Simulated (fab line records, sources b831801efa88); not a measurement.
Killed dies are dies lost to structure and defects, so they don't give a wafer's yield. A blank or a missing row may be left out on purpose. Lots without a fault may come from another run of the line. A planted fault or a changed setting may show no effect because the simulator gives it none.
Problem report in the 8D (eight disciplines) form, filled by code | flow gf180mcu | the parts of the form that need people (team, actions taken, sign-off) are left out

1. THE PROBLEM
MIM_ALCU_RS at GF_MIM_RS_MEAS_10 reads a mean of 0.2345 ohm/sq on 2 wafers of 2 lots; wafers without a fault read 0.1608 ohm/sq with a standard deviation of 0.0022. That is +34 standard deviations from the usual mean.
The step: measures by four-point-probe.
First seen on wafer L998.3, day 28 02:04, on film_metro-04. The record holds 33 wafers of 11 lots with a number at this step. Rule for "out", or "out of limits": more than 4 standard deviations from the usual mean. The other wafers with a number count as sound.

2. WHAT IT IS AND WHAT IT IS NOT
question                    | is                           | is not
which readings at this step | MIM_ALCU_RS                  | -
which lots                  | L998, L999                   | L105, L107, L109, L990, L992, L993, L994, L995, L997
which wafers of those lots  | L998.3, L999.4               | L998.5, L998.6, L999.5, L999.6
read on which gauges        | film_metro-03, film_metro-04 | film_metro-01
when                        | from day 28 02:04            | up to then (20 sound wafers); but 11 sound wafers of L105, L107, L109, L999 came after

3. SUSPECTS, AND WHAT RULES EACH OUT
Counting: a tool at a process step up to the reading stays a suspect if it ran every lot that is out. Sound lots after the first of them don't rule it out here, since some wafers of a struck lot are sound.
- the gauge at GF_MIM_RS_MEAS_10: ruled out. The wafers that are out were read on 2 gauges (film_metro-03, film_metro-04).
- pvd_sputter-04 at GF_MIM_SPUTTER_08 (material AlCu, target thk 200 nm, time 10.6 s): kept. It ran every lot that is out, first L998 (day 28 01:59); its last sound lot up to then is L995 (day 27 04:25).
Left after counting: pvd_sputter-04 at GF_MIM_SPUTTER_08.

4. THE CAUSE (what the simulator had put in)
Process parameter drift: pvd_sputter-04, from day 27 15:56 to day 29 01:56, at GF_MIM_SPUTTER_08. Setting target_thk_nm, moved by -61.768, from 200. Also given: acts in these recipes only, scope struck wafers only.
Counting left only this tool.

5. THE CHAIN OF EFFECTS, in route order
Each row: a reading whose mean over the struck wafers that have a number lies more than 3 standard deviations from the usual. Only readings for which the record gives a usual standard deviation are gone through. hours: the time from each lot's start at the first step in this table that gives one to its start at this step, as a median over the lots. sigmas: the change in usual standard deviations.
hours | step                 | reading            | usual         | on struck wafers | change  | sigmas
0     | GF_MIM_RS_MEAS_10    | MIM_ALCU_RS        | 0.1608 ohm/sq | 0.2345           | +0.0737 | +34
0     | GF_MIM_THK_MEAS_11   | MIM_ALCU_THK       | 195.7 nm      | 136.9            | -58.8   | -22
19    | GF_MIM_METAL_ETCH_19 | oes_product_au     | 0.940 a.u.    | 0.825            | -0.115  | -16
19    | GF_MIM_METAL_ETCH_19 | throttle_valve_pct | 28.285 %      | 28.407           | +0.122  | +11
The process steps in it:
- GF_MIM_METAL_ETCH_19: etches the open film in Cl2/BCl3, stops on Si3N4, target depth 324.5 nm, time 54.1 s.

6. WHAT WOULD HAVE CAUGHT IT SOONER
In this record the first reading out of limits at a measuring or inspecting step was taken at day 28 02:04, 10 hours after the fault began at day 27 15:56.
Of the tool readings at GF_MIM_SPUTTER_08 for which the record gives a usual standard deviation, none was out on any struck wafer, so an alarm limit of 4 standard deviations on them would not have fired.
Of the lots that are out (2), L999 began GF_MIM_SPUTTER_08 on pvd_sputter-04 after day 28 02:04. A hold on the tool at that time would have spared it.
